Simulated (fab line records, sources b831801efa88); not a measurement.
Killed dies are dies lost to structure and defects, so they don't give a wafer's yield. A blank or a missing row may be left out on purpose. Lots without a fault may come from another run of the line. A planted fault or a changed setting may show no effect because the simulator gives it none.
One fault seen from 2 desks | flow sky130 | each desk has only its own numbers; what lay behind them comes last

THE TOOL OWNER'S DESK: implanter-04
The tool's own readings at SKY_LDD_HVN_IMPLANT_08: means of the sampled wafers that have a number, for each lot that ran on this tool. A lot is out of limits, marked OUT, if its mean lies more than 4 standard deviations from the usual mean; the brackets give that distance.
Columns: A = end_station_pressure_torr at SKY_LDD_HVN_IMPLANT_08, usual 5.15e-06 Torr
lot  | first seen here | A
L536 | day 22 08:59    | 5.33e-06
L543 | day 24 05:08    | 5.33e-06
L542 | day 24 06:07    | 4.98e-06
L553 | day 27 18:36    | 5.22e-06
This desk's finding: nothing out of limits on any of the 4 lots.

THE METROLOGY DESK
What the gauges read, lot by lot, whatever tool the lot ran on: means of the sampled wafers that have a number. A lot is out of limits, marked OUT, if its mean lies more than 4 standard deviations from the usual mean; the brackets give that distance. Of its 8 readings 7 are shown: those that lie furthest out on some lot.
Columns: A = LDD_P_OVL at SKY_LDD_P_OVL_MEAS_08, usual 0.3 nm; B = LDD_P_TW at SKY_LDD_P_TW_MEAS_11, usual 637; C = LDD_HVN_OVL at SKY_LDD_HVN_OVL_MEAS_07, usual 0.2 nm; D = LDD_HVN_TW at SKY_LDD_HVN_TW_MEAS_10, usual 1444; E = LDD_HVP_OVL at SKY_LDD_HVP_OVL_MEAS_07, usual -0.2 nm; F = LDD_LDN_OVL at SKY_LDD_LDN_OVL_MEAS_07, usual 0.5 nm; G = LDD_LDN_TW at SKY_LDD_LDN_TW_MEAS_13, usual 1488
lot  | first seen here | A    | B   | C    | D    | E    | F    | G
L533 | day 19 10:50    | 0.5  | 633 | 0.7  | 1435 | -0.2 | -0.2 | 1493
L536 | day 21 03:10    | 0.1  | 629 | -2.8 | 1462 | -2.5 | 1.5  | 1475
L543 | day 22 22:49    | 2.1  | 628 | -0.1 | 1422 | -1.6 | 2.0  | 1480
L542 | day 22 23:32    | 2.8  | 644 | 1.2  | 1420 | 1.0  | 0.1  | 1472
L551 | day 25 15:59    | 1.4  | 643 | 0.2  | 1439 | 0.1  | 2.3  | 1499
L553 | day 26 14:28    | -1.7 | 635 | 0.4  | 1434 | 0.1  | 1.2  | 1483
This desk's finding: nothing out of limits on any of the 6 lots.

PUT TOGETHER
The tool owner's desk saw nothing out of limits.
The metrology desk saw nothing out of limits.

WHAT THE SIMULATOR HAD PUT IN
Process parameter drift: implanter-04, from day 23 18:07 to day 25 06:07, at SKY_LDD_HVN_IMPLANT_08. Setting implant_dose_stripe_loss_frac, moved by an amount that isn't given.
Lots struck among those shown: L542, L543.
